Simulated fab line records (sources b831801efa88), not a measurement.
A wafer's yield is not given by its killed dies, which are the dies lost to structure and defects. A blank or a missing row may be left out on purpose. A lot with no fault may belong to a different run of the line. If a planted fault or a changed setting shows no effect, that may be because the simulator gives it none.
Which tool was responsible? || flow gf180mcu || 14 lots with 42 wafers sampled at 4 steps, on a route of 602 steps

## WHAT THE GAUGES READ, wafer by wafer
GF_STI_THK_MEAS_22. Usual: STI_OXIDATION_01_THK typically reads 14.97 nm, with standard deviation 0.27.
{"lot": "L341", "measured": "day 2 03:50", "on": "filmMetro-02", "STI_OXIDATION_01_THK (nm)": "15.11 15.19 15.15", "flag": ""}
{"lot": "L343", "measured": "day 2 13:53", "on": "filmMetro-03", "STI_OXIDATION_01_THK (nm)": "14.81 15.15 14.78", "flag": ""}
{"lot": "L344", "measured": "day 2 19:08", "on": "filmMetro-04", "STI_OXIDATION_01_THK (nm)": "15.18 14.93 15.17", "flag": ""}
{"lot": "L345", "measured": "day 3 00:57", "on": "filmMetro-04", "STI_OXIDATION_01_THK (nm)": "14.62 14.71 14.77", "flag": ""}
{"lot": "L346", "measured": "day 3 04:49", "on": "filmMetro-03", "STI_OXIDATION_01_THK (nm)": "15.22 14.85 14.98", "flag": ""}
{"lot": "L348", "measured": "day 3 17:11", "on": "filmMetro-02", "STI_OXIDATION_01_THK (nm)": "15.39 15.46 15.38", "flag": ""}
{"lot": "L349", "measured": "day 3 21:03", "on": "filmMetro-04", "STI_OXIDATION_01_THK (nm)": "14.63 14.72 14.57", "flag": ""}
{"lot": "L350", "measured": "day 4 01:29", "on": "filmMetro-02", "STI_OXIDATION_01_THK (nm)": "14.76 14.90 14.90", "flag": ""}
{"lot": "L354", "measured": "day 5 00:01", "on": "filmMetro-03", "STI_OXIDATION_01_THK (nm)": "14.87 15.19 15.16", "flag": ""}
{"lot": "L355", "measured": "day 5 03:26", "on": "filmMetro-03", "STI_OXIDATION_01_THK (nm)": "15.50 15.27 15.27", "flag": ""}
{"lot": "L356", "measured": "day 5 08:47", "on": "filmMetro-02", "STI_OXIDATION_01_THK (nm)": "15.16 15.38 15.17", "flag": ""}
{"lot": "L361", "measured": "day 6 12:30", "on": "filmMetro-04", "STI_OXIDATION_01_THK (nm)": "15.21 15.00 15.07", "flag": ""}
{"lot": "L362", "measured": "day 6 16:07", "on": "filmMetro-04", "STI_OXIDATION_01_THK (nm)": "14.73 14.68 14.71", "flag": ""}
{"lot": "L364", "measured": "day 7 05:38", "on": "filmMetro-02", "STI_OXIDATION_01_THK (nm)": "14.43 14.51 14.07", "flag": ""}

GF_STI_THK_MEAS_24. Usual: STI_CVD_23_THK typically reads 653 nm, with standard deviation 8.1.
{"lot": "L341", "measured": "day 2 03:58", "on": "filmMetro-03", "STI_CVD_23_THK (nm)": "659 657 646", "flag": ""}
{"lot": "L343", "measured": "day 2 14:03", "on": "filmMetro-02", "STI_CVD_23_THK (nm)": "647 662 650", "flag": ""}
{"lot": "L344", "measured": "day 2 19:19", "on": "filmMetro-04", "STI_CVD_23_THK (nm)": "642 646 640", "flag": ""}
{"lot": "L345", "measured": "day 3 01:05", "on": "filmMetro-03", "STI_CVD_23_THK (nm)": "656 654 655", "flag": ""}
{"lot": "L346", "measured": "day 3 04:58", "on": "filmMetro-04", "STI_CVD_23_THK (nm)": "650 648 641", "flag": ""}
{"lot": "L348", "measured": "day 3 17:19", "on": "filmMetro-03", "STI_CVD_23_THK (nm)": "660 664 651", "flag": ""}
{"lot": "L349", "measured": "day 3 21:11", "on": "filmMetro-03", "STI_CVD_23_THK (nm)": "645 645 657", "flag": ""}
{"lot": "L350", "measured": "day 4 01:37", "on": "filmMetro-04", "STI_CVD_23_THK (nm)": "657 658 670", "flag": ""}
{"lot": "L354", "measured": "day 5 00:09", "on": "filmMetro-04", "STI_CVD_23_THK (nm)": "662 670 654", "flag": ""}
{"lot": "L355", "measured": "day 5 03:34", "on": "filmMetro-02", "STI_CVD_23_THK (nm)": "659 657 650", "flag": ""}
{"lot": "L356", "measured": "day 5 08:56", "on": "filmMetro-03", "STI_CVD_23_THK (nm)": "650 645 657", "flag": ""}
{"lot": "L361", "measured": "day 6 12:38", "on": "filmMetro-03", "STI_CVD_23_THK (nm)": "662 674 662", "flag": ""}
{"lot": "L362", "measured": "day 6 16:16", "on": "filmMetro-03", "STI_CVD_23_THK (nm)": "653 659 653", "flag": ""}
{"lot": "L364", "measured": "day 7 05:46", "on": "filmMetro-04", "STI_CVD_23_THK (nm)": "660 650 649", "flag": ""}

GF_LVPWELL_OVL_MEAS_07. Usual: LVPWELL_OVL typically reads 0.4 nm, with standard deviation 1.3.
{"lot": "L341", "measured": "day 3 20:58", "on": "overlay-01", "LVPWELL_OVL (nm)": "-1.1 -0.7 1.4", "flag": ""}
{"lot": "L343", "measured": "day 4 07:46", "on": "overlay-01", "LVPWELL_OVL (nm)": "-1.1 1.2 -0.4", "flag": ""}
{"lot": "L344", "measured": "day 4 15:37", "on": "overlay-01", "LVPWELL_OVL (nm)": "0.6 -1.1 0.3", "flag": ""}
{"lot": "L345", "measured": "day 4 19:58", "on": "overlay-02", "LVPWELL_OVL (nm)": "-0.6 1.9 0.8", "flag": ""}
{"lot": "L346", "measured": "day 5 00:52", "on": "overlay-02", "LVPWELL_OVL (nm)": "3.6 2.2 2.3", "flag": ""}
{"lot": "L348", "measured": "day 5 14:43", "on": "overlay-01", "LVPWELL_OVL (nm)": "-0.1 -0.6 2.2", "flag": ""}
{"lot": "L349", "measured": "day 5 16:50", "on": "overlay-02", "LVPWELL_OVL (nm)": "1.7 1.2 2.8", "flag": ""}
{"lot": "L350", "measured": "day 5 23:16", "on": "overlay-02", "LVPWELL_OVL (nm)": "-0.9 -1.1 -0.2", "flag": ""}
{"lot": "L354", "measured": "day 7 00:01", "on": "overlay-01", "LVPWELL_OVL (nm)": "-0.2 -1.3 0.1", "flag": ""}
{"lot": "L361", "measured": "day 8 16:03", "on": "overlay-01", "LVPWELL_OVL (nm)": "0.6 0.9 0.7", "flag": ""}
{"lot": "L362", "measured": "day 8 18:55", "on": "overlay-01", "LVPWELL_OVL (nm)": "0.0 -0.4 0.2", "flag": ""}
{"lot": "L364", "measured": "day 9 12:32", "on": "overlay-02", "LVPWELL_OVL (nm)": "-1.9 -1.3 -1.4", "flag": ""}

## TOOL THAT RAN EACH LOT (tool first, then ch and the chambers of the sampled wafers, then the start)
{"lot": "L341", "GF_STI_CMP_25": "cmp-02 ch 0,2, day 2 04:05"}
{"lot": "L343", "GF_STI_CMP_25": "cmp-02 ch 1,2, day 2 14:09"}
{"lot": "L344", "GF_STI_CMP_25": "cmp-02 ch 0,1,3, day 2 19:25"}
{"lot": "L345", "GF_STI_CMP_25": "cmp-01 ch 0,2,3, day 3 01:09"}
{"lot": "L346", "GF_STI_CMP_25": "cmp-02 ch 1,3, day 3 05:04"}
{"lot": "L348", "GF_STI_CMP_25": "cmp-02 ch 0,2,3, day 3 17:40"}
{"lot": "L349", "GF_STI_CMP_25": "cmp-01 ch 0,2,3, day 3 21:14"}
{"lot": "L350", "GF_STI_CMP_25": "cmp-01 ch 1,3, day 4 01:43"}
{"lot": "L354", "GF_STI_CMP_25": "cmp-01 ch 0,1, day 5 00:14"}
{"lot": "L355", "GF_STI_CMP_25": "cmp-02 ch 0,3, day 5 03:37"}
{"lot": "L356", "GF_STI_CMP_25": "cmp-02 ch 0,2,3, day 5 09:05"}
{"lot": "L361", "GF_STI_CMP_25": "cmp-01 ch 0,1,3, day 6 12:50"}
{"lot": "L362", "GF_STI_CMP_25": "cmp-01 ch 1,3, day 6 16:27"}
{"lot": "L364", "GF_STI_CMP_25": "cmp-02 ch 1,2, day 7 05:49"}
- GF_STI_CMP_25: polishes, stops on Si3N4, t overpolish 33 s, target thk 524.6 nm.

## WHAT THE TOOLS THEMSELVES READ (means of the sampled wafers that have a number; where no wafer has one, the mark that the record gives instead)
GF_STI_CMP_25. Usual: edgeZonePressureFrac 0.999, standard deviation 0.0046; headPressurePsi 3.999 psi, standard deviation 0.009; motorCurrentA 12.4 A, standard deviation 1.1; overpolishRunS 32.999 s, standard deviation 0.0092; timeToEndpointS 124 s, standard deviation 6.7.
{"lot": "L341", "tool": "cmp-02", "edgeZonePressureFrac": 0.999, "headPressurePsi (psi)": 3.985, "motorCurrentA (A)": 12.0, "overpolishRunS (s)": 32.996, "timeToEndpointS (s)": 123, "flag": ""}
{"lot": "L343", "tool": "cmp-02", "edgeZonePressureFrac": 0.993, "headPressurePsi (psi)": 3.993, "motorCurrentA (A)": 11.6, "overpolishRunS (s)": 33.007, "timeToEndpointS (s)": 123, "flag": ""}
{"lot": "L344", "tool": "cmp-02", "edgeZonePressureFrac": 0.997, "headPressurePsi (psi)": 3.998, "motorCurrentA (A)": 12.6, "overpolishRunS (s)": 32.998, "timeToEndpointS (s)": 123, "flag": ""}
{"lot": "L345", "tool": "cmp-01", "edgeZonePressureFrac": 1.003, "headPressurePsi (psi)": 3.999, "motorCurrentA (A)": 12.2, "overpolishRunS (s)": 33.005, "timeToEndpointS (s)": 122, "flag": ""}
{"lot": "L346", "tool": "cmp-02", "edgeZonePressureFrac": 1.000, "headPressurePsi (psi)": 3.993, "motorCurrentA (A)": 12.0, "overpolishRunS (s)": 33.000, "timeToEndpointS (s)": 129, "flag": ""}
{"lot": "L348", "tool": "cmp-02", "edgeZonePressureFrac": 1.004, "headPressurePsi (psi)": 3.994, "motorCurrentA (A)": 12.4, "overpolishRunS (s)": 32.990, "timeToEndpointS (s)": 134, "flag": ""}
{"lot": "L349", "tool": "cmp-01", "edgeZonePressureFrac": 1.000, "headPressurePsi (psi)": 3.998, "motorCurrentA (A)": 12.6, "overpolishRunS (s)": 32.999, "timeToEndpointS (s)": 121, "flag": ""}
{"lot": "L350", "tool": "cmp-01", "edgeZonePressureFrac": 0.999, "headPressurePsi (psi)": 3.999, "motorCurrentA (A)": 12.4, "overpolishRunS (s)": 33.001, "timeToEndpointS (s)": 123, "flag": ""}
{"lot": "L354", "tool": "cmp-01", "edgeZonePressureFrac": 0.997, "headPressurePsi (psi)": 4.002, "motorCurrentA (A)": 11.9, "overpolishRunS (s)": 32.997, "timeToEndpointS (s)": 121, "flag": ""}
{"lot": "L355", "tool": "cmp-02", "edgeZonePressureFrac": "-", "headPressurePsi (psi)": "-", "motorCurrentA (A)": "-", "overpolishRunS (s)": "-", "timeToEndpointS (s)": "-", "flag": "OFF"}
{"lot": "L356", "tool": "cmp-02", "edgeZonePressureFrac": "-", "headPressurePsi (psi)": "-", "motorCurrentA (A)": "-", "overpolishRunS (s)": "-", "timeToEndpointS (s)": "-", "flag": "OFF"}
{"lot": "L361", "tool": "cmp-01", "edgeZonePressureFrac": 1.001, "headPressurePsi (psi)": 3.992, "motorCurrentA (A)": 12.1, "overpolishRunS (s)": 33.003, "timeToEndpointS (s)": 120, "flag": ""}
{"lot": "L362", "tool": "cmp-01", "edgeZonePressureFrac": 1.001, "headPressurePsi (psi)": 3.993, "motorCurrentA (A)": 12.0, "overpolishRunS (s)": 32.991, "timeToEndpointS (s)": 118, "flag": ""}
{"lot": "L364", "tool": "cmp-02", "edgeZonePressureFrac": 0.999, "headPressurePsi (psi)": 4.001, "motorCurrentA (A)": 11.5, "overpolishRunS (s)": 33.005, "timeToEndpointS (s)": 134, "flag": ""}

## THE ANSWER, worked out from the rows above alone
Rule: take the mean of a lot's wafers that have a number; if it is more than 3 standard deviations from the usual mean, the lot is off. Also off: a lot with no number at a reading for which 4 or more lots have one. All remaining lots with rows at the step are treated as sound. After the gauges, taken in route order, come the tools' own readings; for these a lot's mean is taken, as printed above. At the first step where some lot is off, the reading lying furthest off is the one used; lots without a number count as furthest.
Off, at GF_STI_CMP_25 on edgeZonePressureFrac: L355, L356. Without a number there: L355, L356.
A tool fits if, at that step or a process step before it, it ran every lot that is off, and no sound lot after the first of them. Not one of the candidates tried fits.

## WHAT THE SIMULATOR HAD INSERTED
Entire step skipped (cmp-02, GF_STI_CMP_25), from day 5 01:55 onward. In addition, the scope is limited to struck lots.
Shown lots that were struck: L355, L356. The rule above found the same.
